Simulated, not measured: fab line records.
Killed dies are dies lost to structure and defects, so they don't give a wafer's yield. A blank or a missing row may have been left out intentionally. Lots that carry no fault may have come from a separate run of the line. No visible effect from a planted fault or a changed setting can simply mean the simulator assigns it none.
fab line records	flow sky130
record: lots: 12	wafers: 36	lastDay: 50
route steps=708 shown METAL1@435 VIA1@470 METAL2@487 PAD_OPEN@706
lots that met no fault: from a run of the same line without faults
startH: start of the lot's first displayed wafer, in hours after the record's first day	waitH: hours since the lot's step before	" same as the row above	L1.1+2: several wafers, shown together as one row	- no value, or no start was given	* or withheld: withheld	< > ~ a bound
route shown NAME@n: a module of which the file shows steps, and the number in the route of the first	usual: mean and standard deviation over wafers with no fault	same: alike in all rows	chamber/n: place in a boat	sites: readings site by site	_std_site: the standard deviation of these	_edge_site: mean of outer sites minus mean of inner sites	radiusMm: for every site, how far away it sits from the centre of the wafer	mask NAME#n: copy n	behind: tool/chamber where the wafer was last shaped	hold: why the lot was held/for how many hours/how that ended	device: transistor that didn't switch, given as n, p or np	end of line: the same wafers' tests at the end of the route	step lacking rows: just its recipe	killed: dies that structure and defects cost at the first sort, which is not the same as the wafer's yield	map: the dies of a wafer, with x for killed, . for not killed, _ for no die there
set.NAME: the setting as run; set.NAME@STEP: as run at that earlier step	model.NAME: the simulator's own value behind a step, which no gauge read
one table for each step of the route and one row for each wafer, over a sample of lots
services: when a tool's chamber went out of use (startH, in hours from the record's first day, below 0 if earlier), for how many hours, and the reason
== steps ==
step: SKY_METAL1_SPUTTER_01
recipe: material: TiN	targetThkNm: 20	powerW: 6500	timeS: 16.7	chamberPressurePa: 0.4
usual: throttleValvePct: 30.2/1.5
lot.wafer	tool	chamber	startH	waitH	throttleValvePct
L591.1	pvdSputter-03	-	729.47	0.0	29.7
L591.2	"	-	"	"	29.4
L591.5	"	-	"	"	28.9
L592.2	pvdSputter-01	-	748.73	0.0	29.5
L592.4	"	-	"	"	31.2
L592.5	"	-	"	"	32.6
L595.1	pvdSputter-01	-	773.49	0.0	32.5
L595.5	"	-	"	"	29.6
L595.6	"	-	"	"	32.6
L596.1	pvdSputter-01	-	781.44	0.0	29.6
L596.2	"	-	"	"	32.7
L596.4	"	-	"	"	29.7
L599.3	pvdSputter-03	-	810.38	0.0	28.9
L599.5	"	-	"	"	29.3
L599.6	"	-	"	"	29.5
L600.2	pvdSputter-03	-	813.19	0.0	27.6
L600.3	"	-	"	"	29.3
L600.6	"	-	"	"	28.8
L607.1	pvdSputter-01	-	902.31	0.0	29.7
L607.3	"	-	"	"	32.9
L607.6	"	-	"	"	31.3
L608.1	pvdSputter-02	-	903.23	0.0	28.4
L608.4	"	-	"	"	31.2
L608.6	"	-	"	"	28.5
L609.1	pvdSputter-03	-	903.40	0.0	29.2
L609.4	"	-	"	"	29.1
L609.6	"	-	"	"	27.5
L611.3	pvdSputter-01	-	903.70	0.0	29.9
L611.4	"	-	"	"	29.8
L611.5	"	-	"	"	32.5
L610.2	pvdSputter-01	-	904.72	0.0	32.8
L610.5	"	-	"	"	29.9
L610.6	"	-	"	"	31.0
L613.1	pvdSputter-01	-	905.94	0.0	29.6
L613.3	"	-	"	"	32.6
L613.6	"	-	"	"	29.5
step: SKY_VIA1_CD_MEAS_12
recipe: targetCdNm: 150
usual: cdNm: 149.7/1.8
lot.wafer	tool	chamber	startH	waitH	cdNm
L591.1	cdSem-02	-	785.12	-	145.0
L591.2	"	-	"	"	144.8
L591.5	"	-	"	"	147.3
L592.2	cdSem-01	-	804.38	-	150.9
L592.4	"	-	"	"	151.4
L592.5	"	-	"	"	150.4
L595.1	cdSem-02	-	827.29	-	150.1
L595.5	"	-	"	"	149.0
L595.6	"	-	"	"	149.0
L596.1	cdSem-02	-	836.42	-	150.6
L596.2	"	-	"	"	149.9
L596.4	"	-	"	"	151.1
L599.3	cdSem-02	-	863.71	-	149.8
L599.5	"	-	"	"	149.4
L599.6	"	-	"	"	148.8
L600.2	cdSem-02	-	867.64	-	153.8
L600.3	"	-	"	"	150.6
L600.6	"	-	"	"	151.3
L607.1	cdSem-01	-	952.87	-	148.4
L607.3	"	-	"	"	148.3
L607.6	"	-	"	"	149.6
L608.1	cdSem-02	-	954.17	-	147.6
L608.4	"	-	"	"	149.6
L608.6	"	-	"	"	150.2
L609.1	cdSem-01	-	954.28	-	147.1
L609.4	"	-	"	"	148.9
L609.6	"	-	"	"	149.4
L611.3	cdSem-02	-	954.38	-	152.3
L611.4	"	-	"	"	150.9
L611.5	"	-	"	"	150.0
L610.2	cdSem-01	-	955.14	-	148.7
L610.5	"	-	"	"	149.9
L610.6	"	-	"	"	148.4
L613.1	cdSem-01	-	956.38	-	150.5
L613.3	"	-	"	"	151.7
L613.6	"	-	"	"	151.1
step: SKY_METAL2_SPUTTER_04
recipe: material: TiN	targetThkNm: 70	powerW: 6500	timeS: 58.3	chamberPressurePa: 0.4
usual: throttleValvePct: 30.3/1.4
lot.wafer	tool	chamber	startH	waitH	throttleValvePct
L591.1	pvdSputter-02	-	786.68	0.0	31.8
L591.2	"	-	"	"	28.4
L591.5	"	-	"	"	31.0
L592.2	pvdSputter-02	-	805.96	0.0	31.1
L592.4	"	-	"	"	31.4
L592.5	"	-	"	"	28.4
L595.1	pvdSputter-04	-	828.86	0.0	28.3
L595.5	"	-	"	"	31.3
L595.6	"	-	"	"	29.3
L596.1	pvdSputter-02	-	838.02	0.0	31.2
L596.2	"	-	"	"	31.7
L596.4	"	-	"	"	31.7
L599.3	pvdSputter-02	-	865.23	0.0	31.4
L599.5	"	-	"	"	28.7
L599.6	"	-	"	"	31.9
L600.2	pvdSputter-02	-	869.18	0.0	28.7
L600.3	"	-	"	"	31.3
L600.6	"	-	"	"	28.5
L607.1	pvdSputter-04	-	954.43	0.0	31.6
L607.3	"	-	"	"	29.7
L607.6	"	-	"	"	29.6
L608.1	pvdSputter-02	-	955.73	0.0	31.3
L608.4	"	-	"	"	32.1
L608.6	"	-	"	"	31.7
L609.1	pvdSputter-03	-	955.86	0.0	29.5
L609.4	"	-	"	"	28.9
L609.6	"	-	"	"	29.4
L611.3	pvdSputter-02	-	956.03	0.0	31.8
L611.4	"	-	"	"	31.7
L611.5	"	-	"	"	31.1
L610.2	pvdSputter-04	-	956.83	0.0	31.7
L610.5	"	-	"	"	29.8
L610.6	"	-	"	"	29.3
L613.1	pvdSputter-02	-	957.94	0.0	31.0
L613.3	"	-	"	"	28.4
L613.6	"	-	"	"	31.6
step: SKY_PAD_OPEN_ANNEAL_12
recipe: tempC: 403.3	timeS: withheld	ambient: N2/H2	idleTempC: 300	rampUpCPerMin: 8	rampDownCPerMin: 4
usual: rampDownCPerMin: 4.0000/0.00067	rampUpCPerMin: 8.0001/0.0014
lot.wafer	tool	chamber	startH	waitH	rampDownCPerMin	rampUpCPerMin
L591.1	furnace-01	0	1069.61	0.0	3.9997	7.9995
L591.2	"	0	"	"	3.9998	7.9987
L591.5	"	0	"	"	4.0002	8.0017
L592.2	furnace-02	0	1080.97	0.0	4.0001	8.0011
L592.4	"	0	"	"	4.0007	8.0004
L592.5	"	0	"	"	4.0012	7.9972
L595.1	furnace-01	0	1100.52	0.0	3.9996	7.9992
L595.5	"	0	"	"	4.0006	8.0031
L595.6	"	0	"	"	4.0004	8.0008
L596.1	furnace-02	0	1105.87	0.0	3.9998	7.9997
L596.2	"	0	"	"	3.9998	7.9989
L596.4	"	0	"	"	4.0016	7.9990
L599.3	furnace-01	0	1123.79	0.0	4.0005	7.9999
L599.5	"	0	"	"	4.0007	7.9997
L599.6	"	0	"	"	4.0007	8.0009
L600.2	furnace-02	0	1129.98	0.0	3.9999	8.0030
L600.3	"	0	"	"	4.0010	8.0008
L600.6	"	0	"	"	3.9990	7.9992
L607.1	furnace-01	-	1188.91	0.0	-	-
L607.3	"	-	"	"	-	-
L607.6	"	-	"	"	-	-
L609.1	furnace-02	0	1191.97	0.0	3.9994	7.9976
L609.4	"	0	"	"	3.9996	7.9999
L609.6	"	0	"	"	4.0000	8.0003
L608.1	furnace-01	-	1192.75	0.0	-	-
L608.4	"	-	"	"	-	-
L608.6	"	-	"	"	-	-
L611.3	furnace-02	0	1193.47	0.4	4.0012	8.0017
L611.4	"	0	"	"	4.0006	8.0014
L611.5	"	0	"	"	4.0007	8.0008
L610.2	furnace-01	0	1194.25	0.6	4.0000	7.9997
L610.5	"	0	"	"	3.9991	8.0003
L610.6	"	0	"	"	4.0011	8.0015
L613.1	furnace-02	0	1196.31	0.0	3.9998	8.0014
L613.3	"	0	"	"	4.0000	8.0013
L613.6	"	0	"	"	4.0001	7.9974
step: SKY_PAD_OPEN_BOW_MEAS_13
recipe: mode: bow
usual: PAD_OPEN_BOW: 49/8.4
lot.wafer	tool	chamber	startH	waitH	PAD_OPEN_BOW[um]
L591.1	filmMetro-01	-	1071.11	-	48
L591.2	"	-	"	"	54
L591.5	"	-	"	"	56
L592.2	filmMetro-02	-	1082.49	-	31
L592.4	"	-	"	"	38
L592.5	"	-	"	"	44
L595.1	filmMetro-01	-	1102.02	-	41
L595.5	"	-	"	"	57
L595.6	"	-	"	"	50
L596.1	filmMetro-04	-	1107.37	-	53
L596.2	"	-	"	"	46
L596.4	"	-	"	"	53
L599.3	filmMetro-02	-	1125.33	-	56
L599.5	"	-	"	"	37
L599.6	"	-	"	"	52
L600.2	filmMetro-01	-	1131.50	-	33
L600.3	"	-	"	"	48
L600.6	"	-	"	"	32
L607.1	filmMetro-04	-	1190.41	-	114
L607.3	"	-	"	"	109
L607.6	"	-	"	"	108
L609.1	filmMetro-04	-	1193.47	-	59
L609.4	"	-	"	"	40
L609.6	"	-	"	"	56
L608.1	filmMetro-01	-	1194.25	-	103
L608.4	"	-	"	"	98
L608.6	"	-	"	"	100
L611.3	filmMetro-01	-	1195.01	-	41
L611.4	"	-	"	"	41
L611.5	"	-	"	"	47
L610.2	filmMetro-02	-	1195.77	-	52
L610.5	"	-	"	"	52
L610.6	"	-	"	"	54
L613.1	filmMetro-04	-	1197.81	-	49
L613.3	"	-	"	"	46
L613.6	"	-	"	"	43
step: SKY_PAD_OPEN_PROBE_99
usual: defectLimitedYield: 82.8/1.7	killed_at_M0_to_M3: 43/6.2	killed_at_M4_up: 2.8/1.7	killedAtContacts: 24/4.8	killedAtFrontEnd: 15/4.3	killedAtOther: 0.3/0.55	killedDies: 85/8.4	killedOpen: 46/6.7	killedShort: 38/6.2	sort_bin_3_pad_short: 0.9/0.46	sort_bin_5_function: 10.2/1.3	sort_bin_6_memory: 6.1/0.9	sortNPass: 407/8.4	sortYieldPct: 82.8/1.7
same: grossDies: 492	killedAtBackSide: 0	sort_bin_4_leakage[%]: 0	sort_bin_8_speed[%]: 0
lot.wafer	tool	chamber	startH	waitH	defectLimitedYield[%]	killed_at_M0_to_M3	killed_at_M4_up	killedAtContacts	killedAtFrontEnd	killedAtOther	killedDies	killedOpen	killedShort	sort_bin_3_pad_short[%]	sort_bin_5_function[%]	sort_bin_6_memory[%]	sortNPass	sortYieldPct[%]
L607.1	prober-02	-	1190.53	0.1	81.1	46	3	26	18	0	93	46	47	1.0	13.2	4.7	399	81.1
L607.3	prober-02	-	1190.63	0.2	78.9	60	1	28	15	0	104	57	47	2.2	10.4	8.5	388	78.9
L607.6	prober-02	-	1190.78	0.2	83.5	43	2	25	10	1	81	41	39	0.6	8.9	6.9	411	83.5
killed by level:class
L607.1 VIA1:geometricParticle:open=13 CONTACT:geometricParticle:open=9 LOCAL_INTERCONNECT:geometricParticle:short=8 FIELD_ISO:geometricParticle:short=6 METAL3:geometricParticle:short=6 METAL2:geometricParticle:short=6 POLY_GATE:geometricParticle:open=5 VIA3:geometricParticle:open=5
L607.3 VIA1:geometricParticle:open=13 LI_CONTACT:geometricParticle:open=11 METAL1:geometricParticle:short=9 CONTACT:geometricParticle:open=9 METAL2:geometricParticle:short=9 VIA3:geometricParticle:open=6 VIA1:geometricParticle:short=6 VIA2:geometricParticle:short=5
L607.6 VIA1:geometricParticle:open=11 CONTACT:geometricParticle:open=9 VIA3:geometricParticle:open=8 CONTACT:geometricParticle:short=5 FIELD_ISO:geometricParticle:short=4 FIELD_ISO:geometricParticle:open=4 LI_CONTACT:geometricParticle:short=4 VIA1:geometricParticle:short=4
== services ==
tool	chamber	startH	hours	kind
furnace-02	-	750.51	3.0	pm
pvdSputter-02	-	756.60	17.2	repair
furnace-01	-	782.92	20.9	pm
pvdSputter-04	-	805.84	2.1	repair
furnace-01	-	840.80	3.3	pm
pvdSputter-04	-	846.54	6.6	repair
pvdSputter-02	-	866.25	1.1	repair
pvdSputter-03	-	907.18	6.7	repair
furnace-02	-	918.51	3.5	pm
furnace-02	-	965.93	2.4	pm
furnace-01	-	973.43	3.7	pm
pvdSputter-02	-	983.12	1.3	repair
pvdSputter-03	-	984.20	3.6	repair
pvdSputter-03	-	986.73	3.8	repair
furnace-01	-	1008.80	4.0	pm
pvdSputter-03	-	1055.11	9.2	repair
pvdSputter-03	-	1075.13	4.3	repair
furnace-02	-	1086.51	4.1	pm
pvdSputter-03	-	1135.95	2.3	repair
pvdSputter-01	-	1141.40	3.0	repair
pvdSputter-04	-	1166.55	5.0	repair
furnace-01	-	1176.80	2.9	pm
pvdSputter-02	-	1178.49	6.7	repair
furnace-01	-	1195.75	5.5	pm
== key ==
firstSign: step: SKY_PAD_OPEN_ANNEAL_12	reading: toolRecord	direction: missing
effect: step: SKY_PAD_OPEN_BOW_MEAS_13	reading: PAD_OPEN_BOW	direction: up	sigmas: 6.7	usual: 49	struck: 105
metAt SKY_PAD_OPEN_ANNEAL_12
struckLots L607,L608
notActingAt SKY_METAL1_SPUTTER_01,SKY_VIA1_CD_MEAS_12,SKY_METAL2_SPUTTER_04
onsetBetween 1123.79 1188.91
fault: kind: skippedStepWhole	tool: furnace-01	chamber: -	onsetH: 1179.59	steps: SKY_PAD_OPEN_ANNEAL_12	scope: struckLotsOnly
